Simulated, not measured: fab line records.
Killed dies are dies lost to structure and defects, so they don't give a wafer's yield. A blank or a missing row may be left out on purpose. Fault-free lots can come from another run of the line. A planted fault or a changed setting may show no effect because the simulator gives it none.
Chamber matching ; flow gf180mcu ; 4 sister chambers for GF_V2_CMP_04 on cmp-02
The step polishes SiO2. 14 wafers are shown with their chamber, then 7 later ones without.

## EACH WAFER AND ITS CHAMBER
wafer;chamber;motor current A (A);time to endpoint s (s);platen rpm (rpm)
L103.1;3;9.3;75;59.97
L103.2;2;10.7;88;60.02
L103.4;1;13.8;87;59.96
L109.1;0;14.5;88;60.08
L109.2;3;9.4;80;60.01
L109.3;2;11.4;88;59.98
L110.1;1;13.4;79;59.96
L110.3;2;10.7;87;59.99
L110.5;2;11.1;89;59.98
L111.1;0;14.2;78;60.00
L111.2;2;11.3;79;59.93
L111.3;1;13.9;80;60.03
L112.3;3;9.0;78;60.01
L112.5;2;11.2;99;59.97

SIGNATURES (averages over the wafers above)
reading;chamber 0;chamber 1;chamber 2;chamber 3;scatter within a chamber
motor current A;14.350;13.700;11.067;9.233;0.269
time to endpoint s;83.00;82.00;88.33;77.67;5.51
platen rpm;60.0400;59.9833;59.9783;59.9967;0.0344
Rule: for each reading, subtract the chamber's mean from the wafer's reading, divide by that reading's scatter and square the result; add these up over the readings and take the root, which gives the wafer's distance from the chamber. The wafer belongs to the nearest chamber; if the next one is less than 2 further off, it can't be placed. How the scatter is found: for the shown wafers, subtract from each reading the mean of its chamber, square and add these, divide the total by (wafers less chambers), then take the root.

## WAFERS MISSING THEIR CHAMBER
wafer;motor current A (A);time to endpoint s (s);platen rpm (rpm)
L112.6;13.9;86;60.05
L116.2;13.4;81;59.94
L116.5;9.7;88;60.02
L116.6;14.5;88;59.96
L117.1;14.1;81;60.08
L117.3;14.8;80;59.98
L117.5;13.3;87;60.00

## WHICH CHAMBER EACH WENT THROUGH
wafer;from the rows above;in truth
L112.6;can't be placed: 0 or 1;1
L116.2;1;1
L116.5;3;3
L116.6;can't be placed: 0 or 1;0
L117.1;can't be placed: 0 or 1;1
L117.3;can't be placed: 0 or 1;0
L117.5;1;1
Correctly placed: 3 of 7. These rows do not allow placing 4 (true chamber among the candidates in 4). Placed wrongly: 0.
